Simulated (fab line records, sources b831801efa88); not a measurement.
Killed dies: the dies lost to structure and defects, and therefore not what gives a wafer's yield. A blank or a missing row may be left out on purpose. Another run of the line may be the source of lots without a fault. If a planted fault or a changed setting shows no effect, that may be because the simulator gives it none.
fab line records | flow sky130
record lots=6 wafers=18 last-day=50
route steps=708 shown VT_ADJUST_HVTP@85 VT_ADJUST_LVTN@97 PAD_OPEN@708
lots untouched by any fault: they come from a run of this same line in which no faults occurred
start-h: hours from the record's opening day to when the first of the lot's shown wafers began | wait-h: hours elapsed since this lot's preceding step | " same as the row above | L1.1+2: a row that stands for several wafers | - either no value or no given start | * or withheld: withheld | < > ~ a bound
route shown NAME@n: NAME is a module with steps in the file, n the number in the route of the first one | usual: the fault-free wafers' mean and standard deviation | same: alike in all rows | chamber/n: place in a boat | sites: per-site readings | _std_site: standard deviation of those values | _edge_site: mean of outer sites minus mean of inner sites | radius-mm: for every site, how far away it sits from the centre of the wafer | mask NAME#n: copy n | behind: the tool/chamber that last shaped the wafer | hold: what put the lot on hold/how long, in hours/how the hold closed | device: transistor that didn't switch, given as n, p or np | end of line: the tests these same wafers got at the end of their route | a step with no rows: only its recipe | killed: at the first sort, the dies lost to defects and structure; wafer yield is something else | map: a wafer's dies, x killed, . not, _ none there
set.NAME: the setting that was run; set.NAME@STEP: the one run at that earlier step | model.NAME: the simulator's own value behind a step, which no gauge read
lots seen at some steps along the route; tables by step, rows by wafer
## steps
# step SKY_VT_ADJUST_HVTP_DEHYDRATE_00
# recipe temp-c=200 time-s=60
# step SKY_VT_ADJUST_HVTP_HMDS_01
# recipe prime-time-s=60 prime-temp-c=120
# step SKY_VT_ADJUST_HVTP_COAT_02
# recipe resist=NOVOLAK spin-rpm=3000 resist-thk-nm=1140
# step SKY_VT_ADJUST_HVTP_SOFTBAKE_03
# recipe temp-c=90 time-s=60 resist=NOVOLAK
# step SKY_VT_ADJUST_HVTP_EXPOSE_04
# recipe mask-id=HVTPM na=0.6 source-shape=conventional sigma-outer=0.6 polarization=unpolarized target-cd-nm=380 dose-mj=140
# step SKY_VT_ADJUST_HVTP_PEB_05
# recipe temp-c=withheld time-s=* resist=NOVOLAK
# step SKY_VT_ADJUST_HVTP_DEVELOP_06
# recipe resist=NOVOLAK developer=TMAH develop-time-s=60 dev-temp-c=23
# step SKY_VT_ADJUST_HVTP_CD_MEAS_07
# recipe target-cd-nm=380
# usual cd-nm=378.9/2.2
# columns lot.wafer tool chamber start-h wait-h cd-nm
L183.1 cd-sem-01 - 149.80 0.1 382.6
L183.2 " - " " 383.0
L183.3 " - " " 380.3
L184.1 cd-sem-02 - 161.93 0.1 376.6
L184.3 " - " " 378.1
L184.5 " - " " 379.0
L192.3 cd-sem-01 - 205.10 0.1 374.8
L192.5 " - " " 374.5
L192.6 " - " " 374.5
L193.1 cd-sem-01 - 210.03 0.1 378.0
L193.3 " - " " 377.2
L193.6 " - " " 379.0
L195.2 cd-sem-02 - 221.53 0.1 380.6
L195.3 " - " " 379.3
L195.6 " - " " 378.7
L199.2 cd-sem-02 - 244.12 0.1 380.3
L199.3 " - " " 376.9
L199.5 " - " " 378.1
# step SKY_VT_ADJUST_HVTP_OVL_MEAS_08
# usual VT_ADJUST_HVTP_OVL=0.2/1.4
# columns lot.wafer tool chamber start-h wait-h VT_ADJUST_HVTP_OVL[nm]
L183.1 overlay-02 - 149.92 0.1 1.6
L183.2 " - " " 0.3
L183.3 " - " " -0.8
L184.1 overlay-01 - 162.05 0.1 -0.8
L184.3 " - " " -0.6
L184.5 " - " " -1.1
L192.3 overlay-01 - 205.19 0.1 0.5
L192.5 " - " " 0.3
L192.6 " - " " -0.1
L193.1 overlay-01 - 210.15 0.1 0.6
L193.3 " - " " 1.9
L193.6 " - " " 1.0
L195.2 overlay-02 - 221.63 0.1 1.1
L195.3 " - " " 2.0
L195.6 " - " " 2.2
L199.2 overlay-02 - 244.23 0.1 -0.7
L199.3 " - " " -0.2
L199.5 " - " " 0.4
# step SKY_VT_ADJUST_HVTP_IMPLANT_09
# recipe species=As energy-kev=150 dose-cm2=4.3e+12 tilt-deg=withheld
# step SKY_VT_ADJUST_HVTP_STRIP_10
# recipe chemistry=O2/N2 power-w=1400 pressure-mtorr=1500 platen-temp-c=withheld o2-flow-sccm=3000 n2-flow-sccm=300 overash-fraction=0.5
# usual drypump-motor-current-A=5.8/0.37 oes-product-au=0.716/0.0043 strip-time-to-endpoint-s=14.19/0.043
# columns lot.wafer tool chamber start-h wait-h drypump-motor-current-A oes-product-au rf-hours-counter-h strip-time-to-endpoint-s
L183.1 plasma-asher-03 1 150.11 0.1 6.0 0.718 47 14.23
L183.2 " 0 " " 5.2 0.714 47 14.20
L183.3 " 0 " " 5.1 0.723 - 14.21
L184.1 plasma-asher-01 1 162.24 0.1 5.6 0.714 34 14.23
L184.3 " 1 " " 5.5 0.711 - 14.24
L184.5 " 0 " " 6.3 0.714 - 14.22
L192.3 plasma-asher-01 1 205.40 0.1 5.5 0.718 - 14.15
L192.5 " 0 " " 6.4 0.712 - 14.14
L192.6 " 1 " " 5.6 0.714 - 14.13
L193.1 plasma-asher-04 1 210.34 0.1 5.9 0.723 51 14.16
L193.3 " 0 " " 5.7 0.711 - 14.20
L193.6 " 0 " " 5.6 0.710 - 14.21
L195.2 plasma-asher-01 0 221.81 0.1 6.3 0.721 40 14.17
L195.3 " 0 " " 6.3 0.714 - 14.18
L195.6 " 1 " " 5.5 0.710 - 14.24
L199.2 plasma-asher-01 1 244.41 0.1 5.6 0.718 42 14.22
L199.3 " 1 " " 5.6 0.726 - 14.28
L199.5 " 1 " " 5.6 0.711 - 14.21
# step SKY_VT_ADJUST_HVTP_TW_MEAS_11
# usual VT_ADJUST_HVTP_TW=1351/11
# columns lot.wafer tool chamber start-h wait-h VT_ADJUST_HVTP_TW
L183.1 film-metro-04 - 150.21 0.1 1346
L183.2 " - " " 1330
L183.3 " - " " 1346
L184.1 film-metro-01 - 162.34 0.1 1348
L184.3 " - " " 1354
L184.5 " - " " 1352
L192.3 film-metro-01 - 205.48 0.1 1356
L192.5 " - " " 1357
L192.6 " - " " 1362
L193.1 film-metro-01 - 210.44 0.1 1351
L193.3 " - " " 1355
L193.6 " - " " 1348
L195.2 film-metro-03 - 221.92 0.1 1371
L195.3 " - " " 1359
L195.6 " - " " 1365
L199.2 film-metro-04 - 244.52 0.1 1333
L199.3 " - " " 1338
L199.5 " - " " 1327
# step SKY_VT_ADJUST_LVTN_DEHYDRATE_00
# recipe temp-c=200 time-s=60
# usual heater-power-total-W=160.37/0.13 plate-temp-C=199.97/0.14
# columns lot.wafer tool chamber start-h wait-h heater-power-total-W plate-temp-C
L183.1 litho-track-04 0 159.46 9.2 160.48 200.04
L183.2 " 0 " " 160.35 199.99
L183.3 " 0 " " 160.44 200.16
L184.1 litho-track-03 0 171.75 9.4 160.35 199.90
L184.3 " 0 " " 160.34 199.68
L184.5 " 0 " " 160.32 199.72
L192.3 litho-track-04 0 215.51 10.0 158.27 198.00
L192.5 " 0 " " 158.55 197.79
L192.6 " 0 " " 158.43 198.13
L193.1 litho-track-04 0 219.86 9.4 158.42 198.28
L193.3 " 0 " " 158.39 198.14
L193.6 " 0 " " 158.46 198.11
L195.2 litho-track-01 0 233.03 11.1 160.35 200.01
L195.3 " 0 " " 160.25 200.00
L195.6 " 0 " " 160.32 200.16
L199.2 litho-track-01 0 255.03 10.5 160.12 199.97
L199.3 " 0 " " 160.39 200.00
L199.5 " 0 " " 160.32 200.01
# step SKY_VT_ADJUST_LVTN_HMDS_01
# recipe prime-time-s=60 prime-temp-c=120
# step SKY_PAD_OPEN_PROBE_99
# usual killed_at_M0_to_M3=43/7.9 killed_at_M4_up=2.9/1.8 killed-at-contacts=24/5.5 killed-at-front-end=15/4.2 killed-at-other=0.2/0.46 killed-dies=86/11 killed-open=47/8.1 killed-short=39/6.4
# same gross-dies=492 killed-at-back-side=0
# columns lot.wafer tool chamber start-h wait-h killed_at_M0_to_M3 killed_at_M4_up killed-at-contacts killed-at-front-end killed-at-other killed-dies killed-open killed-short
L184.1 prober-02 - 1118.26 0.1 54 7 27 13 0 101 48 53
L184.3 prober-02 - 1118.36 0.2 46 0 25 19 0 90 51 39
L184.5 prober-02 - 1118.46 0.2 48 4 21 19 0 92 52 40
L192.3 prober-02 - 1160.87 0.2 39 3 26 11 0 79 45 34
L192.5 prober-02 - 1160.97 0.2 39 2 18 19 1 79 42 37
L192.6 prober-02 - 1161.02 0.2 32 1 21 6 0 60 33 27
L193.1 prober-01 - 1163.35 0.1 38 3 20 11 0 72 42 30
L193.3 prober-01 - 1163.45 0.2 45 3 21 11 0 80 43 37
L193.6 prober-01 - 1163.60 0.2 18 2 26 16 0 62 38 24
L199.2 prober-01 - 1189.06 0.1 46 1 23 18 1 89 48 41
L199.3 prober-01 - 1189.11 0.2 49 7 26 16 1 99 55 44
L199.5 prober-01 - 1189.21 0.2 56 1 21 18 0 96 51 45
# killed by level:class
L184.1 VIA1:geometric-particle:open=13 VIA3:geometric-particle:open=10 VIA1:geometric-particle:short=9 CONTACT:geometric-particle:open=7 POLY_GATE:geometric-particle:short=6 LI_CONTACT:geometric-particle:open=6 CONTACT:geometric-particle:short=6 METAL4:geometric-particle:short=6
L184.3 VIA1:geometric-particle:open=14 LI_CONTACT:geometric-particle:open=8 CONTACT:geometric-particle:open=8 POLY_GATE:geometric-particle:short=7 POLY_GATE:geometric-particle:open=7 VIA3:geometric-particle:short=6 METAL1:geometric-particle:short=5 METAL2:geometric-particle:short=5
L184.5 VIA1:geometric-particle:open=13 LI_CONTACT:geometric-particle:open=10 VIA3:geometric-particle:open=7 VIA2:geometric-particle:open=7 FIELD_ISO:geometric-particle:short=5 METAL1:geometric-particle:short=5 VIA1:geometric-particle:short=5 FIELD_ISO:geometric-particle:open=4
L192.3 CONTACT:geometric-particle:open=11 VIA1:geometric-particle:open=6 METAL2:geometric-particle:open=6 METAL2:geometric-particle:short=6 VIA3:geometric-particle:open=5 LI_CONTACT:geometric-particle:open=5 LOCAL_INTERCONNECT:geometric-particle:short=5 VIA3:geometric-particle:short=5
L192.5 VIA1:geometric-particle:open=11 LI_CONTACT:geometric-particle:open=7 CONTACT:geometric-particle:open=6 FIELD_ISO:geometric-particle:open=5 POLY_GATE:geometric-particle:short=5 METAL2:geometric-particle:short=5 VIA3:geometric-particle:open=5 POLY_GATE:geometric-particle:open=4
L192.6 CONTACT:geometric-particle:open=11 VIA1:geometric-particle:open=7 VIA2:geometric-particle:open=5 FIELD_ISO:geometric-particle:short=4 CONTACT:geometric-particle:short=4 VIA3:geometric-particle:open=4 VIA3:geometric-particle:short=4 LI_CONTACT:geometric-particle:open=3
L193.1 VIA1:geometric-particle:open=8 VIA3:geometric-particle:open=7 CONTACT:geometric-particle:open=6 LI_CONTACT:geometric-particle:open=5 LOCAL_INTERCONNECT:geometric-particle:short=4 CONTACT:geometric-particle:short=4 METAL2:geometric-particle:short=4 VIA2:geometric-particle:open=4
L193.3 VIA1:geometric-particle:open=11 VIA2:geometric-particle:open=9 LI_CONTACT:geometric-particle:open=6 LOCAL_INTERCONNECT:geometric-particle:short=6 VIA3:geometric-particle:open=5 POLY_GATE:geometric-particle:short=4 METAL1:geometric-particle:short=4 VIA1:geometric-particle:short=4
L193.6 CONTACT:geometric-particle:open=13 POLY_GATE:geometric-particle:short=7 VIA3:geometric-particle:open=6 LI_CONTACT:geometric-particle:open=5 POLY_GATE:geometric-particle:open=4 LOCAL_INTERCONNECT:geometric-particle:short=4 METAL1:geometric-particle:short=4 CONTACT:geometric-particle:short=3
L199.2 VIA1:geometric-particle:open=10 VIA3:geometric-particle:open=9 LI_CONTACT:geometric-particle:open=8 CONTACT:geometric-particle:open=8 POLY_GATE:geometric-particle:short=6 METAL1:geometric-particle:short=6 METAL2:geometric-particle:short=6 POLY_GATE:geometric-particle:open=5
L199.3 CONTACT:geometric-particle:open=13 VIA2:geometric-particle:open=8 POLY_GATE:geometric-particle:short=6 VIA1:geometric-particle:open=6 METAL3:geometric-particle:short=6 LI_CONTACT:geometric-particle:open=5 CONTACT:geometric-particle:short=5 VIA3:geometric-particle:short=5
L199.5 VIA2:geometric-particle:open=12 VIA1:geometric-particle:open=10 VIA3:geometric-particle:open=9 CONTACT:geometric-particle:open=7 POLY_GATE:geometric-particle:short=6 CONTACT:geometric-particle:short=6 METAL1:geometric-particle:short=6 METAL2:geometric-particle:short=6
## key
first-sign step=SKY_VT_ADJUST_LVTN_DEHYDRATE_00 reading=heater-power-total-W direction=down sigmas=16 usual=* struck=*
effect step=SKY_VT_ADJUST_LVTN_DEHYDRATE_00 reading=plate-temp-C direction=down sigmas=13 usual=* struck=*
met-at SKY_VT_ADJUST_LVTN_DEHYDRATE_00
struck-wafers L192.3,L192.5,L192.6,L193.1,L193.3,L193.6
tester-left-out L192,L193
onset-between 159.46 215.51
fault kind=process-parameter-drift tool=litho-track-04 chamber=- onset-h=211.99 steps=SKY_VT_ADJUST_LVTN_DEHYDRATE_00 channel=temp-c offset=* shape=step end-h=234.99 acts-in=* stated=*
# tester-left-out: of these lots the tester's yield and bins aren't shown, on N5 and GAA mostly nor the transistor test; their killed dies are dies lost to structure and defects alone, not to doping, threshold or leakage, so they don't give the yield
